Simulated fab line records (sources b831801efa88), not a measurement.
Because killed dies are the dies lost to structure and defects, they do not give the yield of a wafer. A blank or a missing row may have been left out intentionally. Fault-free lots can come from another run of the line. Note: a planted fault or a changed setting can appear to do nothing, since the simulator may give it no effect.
Which tool is to blame?	flow sky130	11 lots with 33 wafers sampled at 3 steps, on a route of 708 steps

== WHAT THE GAUGES SHOWED, per wafer ==
SKY_LDD_N_TW_MEAS_17.
lot	measured	on	LDD_N_TW
L729	day 19 14:23	film-metro-04	2615 2592 2593
L731	day 20 03:34	film-metro-02	2520 2508 2503
L735	day 22 01:38	film-metro-02	2526 2515 2529
L736	day 21 21:36	film-metro-02	2511 2510 2506
L737	day 22 15:26	film-metro-04	2617 2622 2636
L738	day 22 22:16	film-metro-04	2628 2624 2623
L740	day 24 03:11	film-metro-02	2533 2551 2532
L742	day 24 13:32	film-metro-04	3009 3005 2995
L743	day 24 16:13	film-metro-01	2935 2947 2935
L744	day 24 22:52	film-metro-04	2633 2623 2631
L746	day 25 19:25	film-metro-02	2523 2519 2530

== WHAT TOOL EACH LOT RAN ON (gives the tool, then ch and the chambers of the sampled wafers, and finally the start) ==
lot	SKY_LDD_N_IMPLANT_08	SKY_LDD_N_STRIP_16
L729	implanter-02 ch 0, day 19 13:05	plasma-asher-04 ch 0,1, day 19 14:16
L731	implanter-04 ch 0, day 20 02:16	plasma-asher-04 ch 0,1, day 20 03:28
L735	implanter-01 ch 0, day 21 20:02	plasma-asher-03 ch 0,1, day 22 01:31
L736	implanter-02 ch 0, day 21 20:18	plasma-asher-02 ch 0,1, day 21 21:30
L737	implanter-02 ch 0, day 22 14:11	plasma-asher-04 ch 0,1, day 22 15:20
L738	implanter-04 ch 0, day 22 20:58	plasma-asher-03 ch 0,1, day 22 22:10
L740	implanter-01 ch 0, day 24 01:55	plasma-asher-02 ch 0,1, day 24 03:05
L742	implanter-02 ch 0, day 24 12:17	plasma-asher-03 ch 0,1, day 24 13:26
L743	implanter-02 ch 0, day 24 14:56	plasma-asher-02 ch 0,1, day 24 16:07
L744	implanter-04 ch 0, day 24 21:34	plasma-asher-04 ch 0,1, day 24 22:46
L746	implanter-04 ch 0, day 25 18:07	plasma-asher-03 ch 1, day 25 19:19
- SKY_LDD_N_IMPLANT_08
- SKY_LDD_N_STRIP_16: strips in O2/N2.

== THE ANSWER, worked out from the rows above alone ==
Rule: usual is defined by the lots themselves. The widest of any qualifying gaps counts: lots, ordered by their means at a reading, are off when they make up no more than a third of the lots, leave a main group of 4 or more, and stand apart from it by 3 or more times the standard deviation of that group's means. If all means in a main group match to the digits the tables above print for the reading, that group is not used. A lot without any number at a reading at which 4 lots or more have one is off too. The other lots that the step has rows for count as sound.
Off: L742, L743, at SKY_LDD_N_TW_MEAS_17 (LDD_N_TW). Main group: mean 2565, sd 50.
If a tool, at a process step before that reading, ran all the lots that are off and no sound lot after the first of them, it fits. Gauges at SKY_LDD_N_TW_MEAS_17: tried the same way as those tools. One fits: implanter-02 at SKY_LDD_N_IMPLANT_08. Its last sound lot is L737 (day 22 14:11), its first lot that is off L742 (day 24 12:17): a fault that began between those two fits.

== WHAT WAS PUT IN BY THE SIMULATOR ==
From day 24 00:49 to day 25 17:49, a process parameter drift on implanter-02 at SKY_LDD_N_IMPLANT_08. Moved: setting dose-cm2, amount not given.
Shown lots that were struck: L742, L743. The same result came from the rule above.
